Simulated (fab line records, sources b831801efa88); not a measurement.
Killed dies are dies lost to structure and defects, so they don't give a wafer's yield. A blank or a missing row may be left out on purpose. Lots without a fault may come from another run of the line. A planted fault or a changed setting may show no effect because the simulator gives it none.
Which tool did it? | flow gf180mcu | 11 lots, 33 wafers sampled, at 4 steps of a route of 602

WHAT THE GAUGES READ, wafer by wafer
GF_LVPWELL_OVL_MEAS_07. Usual: LVPWELL_OVL -0.6 nm, standard deviation 1.5.
lot  | measured    | on         | LVPWELL_OVL (nm) | flag
L406 | day 3 21:22 | overlay-01 | -0.3 2.2 -0.3    |
L408 | day 4 06:46 | overlay-02 | -2.1 -0.6 -2.6   |
L409 | day 4 12:22 | overlay-02 | -2.5 -1.0 -2.7   |
L410 | day 4 23:03 | overlay-02 | -2.2 -2.5 -1.7   |
L414 | day 5 15:51 | overlay-01 | -1.5 -1.1 -1.6   |
L419 | day 6 20:22 | overlay-01 | 3.9 1.4 1.6      |
L420 | day 7 03:45 | overlay-02 | -3.0 -0.8 0.9    |
L421 | day 7 12:04 | overlay-02 | -2.0 -0.7 -0.9   |
L422 | day 7 17:37 | overlay-02 | -1.2 -1.5 -0.1   |
L423 | day 7 20:49 | overlay-01 | -3.5 0.0 0.9     |
L428 | day 8 23:43 | overlay-02 | -0.1 -2.3 -1.7   |

WHICH TOOL RAN EACH LOT (tool, then ch and the chambers of the sampled wafers, then the start)
lot  | GF_STI_ETCH_14                  | GF_STI_STRIP_15                     | GF_DNWELL_STRIP_08
L406 | rie_si-02 ch 1,2, day 2 01:18   | plasma_asher-01 ch 0,1, day 2 01:23 | plasma_asher-01 ch 0,1, day 2 19:19
L408 | rie_si-01 ch 1,2, day 2 12:07   | plasma_asher-01 ch 1, day 2 12:11   | plasma_asher-02 ch 0,1, day 3 05:28
L409 | rie_si-01 ch 0,1,2, day 2 16:31 | plasma_asher-04 ch 0,1, day 2 16:35 | plasma_asher-03 ch 0,1, day 3 09:22
L410 | rie_si-01 ch 0,1,3, day 3 01:25 | plasma_asher-01 ch 0,1, day 3 01:30 | plasma_asher-03 ch 0,1, day 3 19:15
L414 | rie_si-02 ch 0,1,3, day 3 19:08 | plasma_asher-04 ch 0,1, day 3 19:12 | plasma_asher-01 ch 0,1, day 4 12:21
L419 | rie_si-02 ch 1,2,3, day 4 19:56 | plasma_asher-01 ch 0,1, day 4 20:00 | plasma_asher-03 ch 0,1, day 5 14:25
L420 | rie_si-02 ch 0,2,3, day 5 01:40 | plasma_asher-01 ch 0,1, day 5 01:44 | plasma_asher-02 ch 0,1, day 5 21:43
L421 | rie_si-01 ch 1,2, day 5 08:43   | plasma_asher-01 ch 0,1, day 5 08:49 | plasma_asher-01 ch 0,1, day 6 05:13
L422 | rie_si-01 ch 0,2,3, day 5 12:04 | plasma_asher-04 ch 0, day 5 12:08   | plasma_asher-01 ch 0,1, day 6 09:31
L423 | rie_si-01 ch 0,1,2, day 5 18:14 | plasma_asher-03 ch 0,1, day 5 18:18 | plasma_asher-03 ch 0,1, day 6 13:44
L428 | rie_si-01 ch 0,1,2, day 6 18:31 | plasma_asher-01 ch 0,1, day 6 18:35 | plasma_asher-02 ch 0,1, day 7 15:02
- GF_STI_ETCH_14: etches Si in HBr/Cl2/O2, target depth 360 nm, time 102.9 s.
- GF_STI_STRIP_15: strips in O2/N2.
- GF_DNWELL_STRIP_08: strips in O2/N2.

WHAT THE TOOLS THEMSELVES READ (means of the sampled wafers that have a number; where no wafer has one, the mark that the record gives instead)
GF_STI_ETCH_14. Usual: bias_w 150.0 W, standard deviation 0.43; drypump_motor_current_A 5.5 A, standard deviation 0.4; oes_product_au 1.007 a.u., standard deviation 0.016; throttle_valve_pct 25.651 %, standard deviation 0.013.
lot  | tool      | bias_w (W) | drypump_motor_current_A (A) | oes_product_au (a.u.) | throttle_valve_pct (%) | flag
L406 | rie_si-02 | 149.8      | 5.2                         | 1.013                 | 25.650                 |
L408 | rie_si-01 | 149.9      | 5.4                         | 0.990                 | 25.667                 |
L409 | rie_si-01 | 149.6      | 5.5                         | 0.991                 | 25.662                 |
L410 | rie_si-01 | 149.6      | 5.5                         | 0.995                 | 25.660                 |
L414 | rie_si-02 | 150.0      | 5.8                         | 1.027                 | 25.639                 |
L419 | rie_si-02 | 150.0      | 5.3                         | 1.127                 | 25.561                 | OFF
L420 | rie_si-02 | 150.4      | 5.7                         | 1.135                 | 25.572                 | OFF
L421 | rie_si-01 | 150.0      | 5.4                         | 0.994                 | 25.662                 |
L422 | rie_si-01 | 150.1      | 5.4                         | 1.000                 | 25.656                 |
L423 | rie_si-01 | 150.2      | 5.5                         | 1.003                 | 25.657                 |
L428 | rie_si-01 | 149.7      | 5.5                         | 1.002                 | 25.651                 |

GF_STI_STRIP_15. Usual: drypump_motor_current_A 5.8 A, standard deviation 0.42; heater_power_w 310 W, standard deviation 31; oes_product_au 0.382 a.u., standard deviation 0.0049; platen_temp_c 250.00 C, standard deviation 0.19; strip_time_to_endpoint_s 3.69 s, standard deviation 0.075.
lot  | tool            | drypump_motor_current_A (A) | heater_power_w (W) | oes_product_au (a.u.) | platen_temp_c (C) | strip_time_to_endpoint_s (s) | flag
L406 | plasma_asher-01 | 5.8                         | 330                | 0.385                 | 250.27            | 3.71                         |
L408 | plasma_asher-01 | 6.3                         | 337                | 0.384                 | 250.12            | 3.81                         |
L409 | plasma_asher-04 | 5.3                         | 282                | 0.381                 | 249.84            | 3.72                         |
L410 | plasma_asher-01 | 5.8                         | 332                | 0.385                 | 249.86            | 3.71                         |
L414 | plasma_asher-04 | 5.5                         | 302                | 0.378                 | 250.11            | 3.67                         |
L419 | plasma_asher-01 | 6.1                         | 333                | 0.370                 | 249.95            | 3.45                         | OFF
L420 | plasma_asher-01 | 6.0                         | 333                | 0.368                 | 250.03            | 3.46                         | OFF
L421 | plasma_asher-01 | 5.8                         | 330                | 0.385                 | 250.12            | 3.71                         |
L422 | plasma_asher-04 | 5.7                         | 326                | 0.379                 | 250.01            | 3.66                         |
L423 | plasma_asher-03 | 6.0                         | 291                | 0.385                 | 250.11            | 3.69                         |
L428 | plasma_asher-01 | 6.1                         | 334                | 0.386                 | 250.06            | 3.76                         |

GF_DNWELL_STRIP_08. Usual: drypump_motor_current_A 5.90 A, standard deviation 0.3; heater_power_w 305 W, standard deviation 26; oes_product_au 0.722 a.u., standard deviation 0.0045; platen_temp_c 249.99 C, standard deviation 0.19; strip_time_to_endpoint_s 37.00 s, standard deviation 0.12.
lot  | tool            | drypump_motor_current_A (A) | heater_power_w (W) | oes_product_au (a.u.) | platen_temp_c (C) | strip_time_to_endpoint_s (s) | flag
L406 | plasma_asher-01 | 5.79                        | 333                | 0.724                 | 249.84            | 36.87                        |
L408 | plasma_asher-02 | 5.92                        | 285                | 0.721                 | 250.05            | 37.00                        |
L409 | plasma_asher-03 | 5.98                        | 287                | 0.720                 | 249.92            | 37.05                        |
L410 | plasma_asher-03 | 5.96                        | 301                | 0.723                 | 250.13            | 37.02                        |
L414 | plasma_asher-01 | 6.07                        | 341                | 0.726                 | 250.04            | 36.98                        |
L419 | plasma_asher-03 | 5.98                        | 300                | 0.723                 | 250.00            | 36.88                        |
L420 | plasma_asher-02 | 5.74                        | 299                | 0.719                 | 249.91            | 36.89                        |
L421 | plasma_asher-01 | 6.07                        | 335                | 0.723                 | 249.98            | 36.87                        |
L422 | plasma_asher-01 | 6.07                        | 335                | 0.723                 | 250.03            | 37.04                        |
L423 | plasma_asher-03 | 5.99                        | 293                | 0.725                 | 250.00            | 37.04                        |
L428 | plasma_asher-02 | 5.71                        | 298                | 0.723                 | 250.11            | 37.20                        |

THE ANSWER, worked out from the rows above alone
Rule: a lot is off if the mean of its wafers that have a number lies more than 3 standard deviations from the usual mean. A lot without any number at a reading at which 4 lots or more have one is off too. The other lots that the step has rows for count as sound. The gauges are gone through in route order, then the tools' own readings, and for those a lot's mean is taken as printed above. The first step at which some lot is off is used, and at that step the reading that is off furthest; a lot without a number counts as furthest.
Off: L419, L420, at GF_STI_ETCH_14 (oes_product_au).
A tool fits if, at that step or a process step before it, it ran every lot that is off, and no sound lot after the first of them. One fits: rie_si-02 at GF_STI_ETCH_14. Its last sound lot is L414 (day 3 19:08), its first lot that is off L419 (day 4 19:56): a fault that began between those two fits.
The tool's own readings at GF_STI_ETCH_14 bear it out: on the lots that are off they differ by more than 5 times the standard deviation of the sound lots' means. oes_product_au reads 1.131 a.u. there against 1.002 a.u. on the sound lots; throttle_valve_pct reads 25.566 % there against 25.656 % on the sound lots.

WHAT THE SIMULATOR HAD PUT IN
Process parameter drift: rie_si-02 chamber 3, from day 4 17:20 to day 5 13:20, at GF_STI_ETCH_14. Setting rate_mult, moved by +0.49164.
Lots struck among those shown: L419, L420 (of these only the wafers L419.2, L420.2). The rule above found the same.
